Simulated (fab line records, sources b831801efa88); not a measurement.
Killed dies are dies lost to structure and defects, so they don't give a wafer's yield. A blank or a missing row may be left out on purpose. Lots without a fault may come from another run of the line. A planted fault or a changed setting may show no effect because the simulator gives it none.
One fault seen from 2 desks | flow gf180mcu | each desk has only its own numbers; what lay behind them comes last

THE METROLOGY DESK
What the gauges read, lot by lot, whatever tool the lot ran on: means of the sampled wafers that have a number. A lot is out of limits, marked OUT, if its mean lies more than 4 standard deviations from the usual mean; the brackets give that distance.
Columns: A = cd_nm at GF_SAB_CD_MEAS_09, usual 419.8 nm; B = V1_CVD_00_THK at GF_V1_THK_MEAS_01, usual 596 nm
lot  | first seen here | A     | B
L515 | day 15 00:44    | 419.8 | 601
L516 | day 15 08:13    | 418.3 | 599
L518 | day 16 10:34    | 422.5 | 600
L519 | day 16 19:01    | 420.0 | 601
L520 | day 17 02:49    | 419.0 | 590
L522 | day 17 16:30    | 417.4 | 596
L523 | day 18 03:20    | 421.4 | 594
L525 | day 18 21:39    | 419.1 | 594
L529 | day 20 05:49    | 421.1 | 600
L530 | day 20 14:59    | 422.0 | 596
L531 | day 21 03:26    | 421.4 | 607
L536 | day 22 19:13    | 421.2 | 597
L537 | day 23 00:01    | 418.6 | 601
This desk's finding: nothing out of limits on any of the 13 lots.

THE TOOL OWNER'S DESK: rie_si-01
The tool's own readings at GF_STI_ETCH_14 (etches Si in HBr/Cl2/O2, target depth 360 nm, time 102.9 s): means of the sampled wafers that have a number, for each lot that ran on this tool. A lot is out of limits, marked OUT, if its mean lies more than 4 standard deviations from the usual mean; the brackets give that distance.
Columns: A = drypump_motor_current_A at GF_STI_ETCH_14, usual 5.4 A; B = oes_product_au at GF_STI_ETCH_14, usual 0.994 a.u.; C = throttle_valve_pct at GF_STI_ETCH_14, usual 25.662 %
lot  | first seen here | A   | B               | C
L515 | day 2 01:17     | 5.3 | 0.994           | 25.674
L520 | day 3 06:49     | 5.1 | 0.987           | 25.660
L522 | day 3 14:13     | 5.2 | 0.998           | 25.665
L523 | day 3 18:50     | 5.1 | 0.994           | 25.664
L529 | day 5 01:40     | 5.2 | 0.868 (-11) OUT | 25.749 (+7.3) OUT
L530 | day 5 09:16     | 5.4 | 0.854 (-13) OUT | 25.748 (+7.2) OUT
L531 | day 5 15:37     | 5.2 | 0.859 (-12) OUT | 25.752 (+7.5) OUT
This desk's finding: out of limits on L529, L530, L531; first on L529, day 5 01:40 (oes_product_au at GF_STI_ETCH_14). In limits: L515, L520, L522, L523.

PUT TOGETHER
The tool owner's desk could have raised an alarm at day 5 01:40, on L529, L530, L531.
The metrology desk saw nothing out of limits.
The metrology desk has L529, L530, L531 on record, within its limits.
Of the lots named, all ran GF_STI_ETCH_14 on rie_si-01.

WHAT THE SIMULATOR HAD PUT IN
Process parameter drift: rie_si-01, from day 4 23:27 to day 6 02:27, at GF_STI_ETCH_14. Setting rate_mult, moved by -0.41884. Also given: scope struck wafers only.
Lots struck among those shown: L529, L530, L531.
Hours from the fault's start to each desk's first reading out of limits: the tool owner's desk, 2.
